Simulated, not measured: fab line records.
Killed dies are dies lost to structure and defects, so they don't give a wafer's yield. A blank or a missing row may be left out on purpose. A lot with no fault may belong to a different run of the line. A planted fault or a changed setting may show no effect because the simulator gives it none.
The tool behind it: which one? | flow gf180mcu | 36 wafers from 12 lots sampled at 5 of the route's 602 steps

WHAT THE GAUGES SHOWED, per wafer
GF_V3_RS_MEAS_24: measures by four-point-probe.
lot  | measured     | on           | V3_W_RS (ohm/sq)
L075 | day 22 20:35 | filmMetro-02 | 0.327 0.326 0.325
L077 | day 23 18:43 | filmMetro-02 | 0.331 0.331 0.332
L079 | day 24 13:21 | filmMetro-01 | 0.332 0.331 0.330
L081 | day 25 03:24 | filmMetro-03 | 0.326 0.325 0.325
L083 | day 25 19:14 | filmMetro-03 | 0.320 0.329 0.329
L085 | day 26 10:41 | filmMetro-02 | 0.325 0.327 0.325
L087 | day 27 01:44 | filmMetro-01 | 0.336 0.333 0.335
L089 | day 27 14:05 | filmMetro-01 | 0.325 0.329 0.331
L091 | day 28 02:22 | filmMetro-01 | 0.331 0.331 0.330
L093 | day 28 16:10 | filmMetro-02 | 0.335 0.331 0.334
L095 | day 29 04:22 | filmMetro-02 | 0.329 0.329 0.327
L097 | day 29 15:13 | filmMetro-02 | 0.328 0.332 0.330

EACH LOT AND THE TOOL THAT RAN IT (in order: tool; ch and the chambers of the sampled wafers; start)
lot  | GF_STI_STRIP_15                    | GF_CONTACT_ETCH_16                | GF_M2_SPUTTER_04            | GF_V2_CVD_02
L075 | plasmaAsher-01 ch 0,1, day 2 06:54 | rieDiel-02 ch 0,1, day 16 11:53   | pvdSputter-01, day 18 15:16 | pecvd-02 ch 0,2, day 19 16:32
L077 | plasmaAsher-01 ch 0,1, day 2 18:18 | rieDiel-02 ch 0,2,3, day 17 11:15 | pvdSputter-01, day 19 15:06 | pecvd-02 ch 0,1,2, day 20 16:20
L079 | plasmaAsher-03 ch 0,1, day 3 03:41 | rieDiel-03 ch 1,2,3, day 18 05:42 | pvdSputter-01, day 20 11:02 | pecvd-03 ch 0,2, day 21 12:02
L081 | plasmaAsher-01 ch 0,1, day 3 13:23 | rieDiel-04 ch 0,2,3, day 18 22:27 | pvdSputter-04, day 21 03:47 | pecvd-02 ch 0,1, day 22 03:44
L083 | plasmaAsher-04 ch 0,1, day 4 02:00 | rieDiel-02 ch 0,3, day 19 15:32   | pvdSputter-02, day 21 20:04 | pecvd-03 ch 0,2, day 22 20:49
L085 | plasmaAsher-01 ch 0,1, day 4 10:30 | rieDiel-02 ch 0,3, day 20 07:17   | pvdSputter-02, day 22 11:53 | pecvd-03 ch 0,2, day 23 11:49
L087 | plasmaAsher-04 ch 0,1, day 4 21:57 | rieDiel-03 ch 0,3, day 21 00:50   | pvdSputter-01, day 23 04:56 | pecvd-04 ch 0,1,2, day 24 04:27
L089 | plasmaAsher-03 ch 0,1, day 5 07:07 | rieDiel-04 ch 1,3, day 21 17:50   | pvdSputter-04, day 23 20:43 | pecvd-03 ch 0,1,2, day 24 19:01
L091 | plasmaAsher-04 ch 0,1, day 5 16:52 | rieDiel-04 ch 1,3, day 22 06:55   | pvdSputter-02, day 24 09:20 | pecvd-02 ch 0,2, day 25 08:04
L093 | plasmaAsher-03 ch 0,1, day 6 03:45 | rieDiel-04 ch 0,1,3, day 23 01:10 | pvdSputter-02, day 25 02:05 | pecvd-04 ch 0,2, day 26 00:19
L095 | plasmaAsher-03 ch 0, day 6 13:03   | rieDiel-04 ch 0,3, day 23 13:39   | pvdSputter-02, day 25 13:52 | pecvd-03 ch 1,2, day 26 11:54
L097 | plasmaAsher-04 ch 0,1, day 6 23:44 | rieDiel-02 ch 0,2, day 24 03:20   | pvdSputter-02, day 26 02:29 | pecvd-02 ch 0,1,2, day 27 00:09
- GF_STI_STRIP_15: strips in O2/N2.
- GF_CONTACT_ETCH_16: etches BARC in N2/H2.
- GF_M2_SPUTTER_04: material TiN, target thk 50 nm, time 41.7 s.
- GF_V2_CVD_02: deposits SiO2 from TEOS, target thk 850 nm, time 94.851 s.

THE ANSWER, worked out from the rows above alone
Rule: usual is defined by the lots themselves. The widest of any qualifying gaps counts: lots, ordered by their means at a reading, are off when they make up no more than a third of the lots, leave a main group of 4 or more, and stand apart from it by 3 or more times the standard deviation of that group's means. The tables above print the reading to a certain number of digits; a main group whose means all agree to those digits is not used. Also off: a lot with no number at a reading for which 4 or more lots have one. The other lots that the step has rows for count as sound.
Nothing can be told from this: no lot is off at any reading shown.

WHAT THE SIMULATOR PUT IN
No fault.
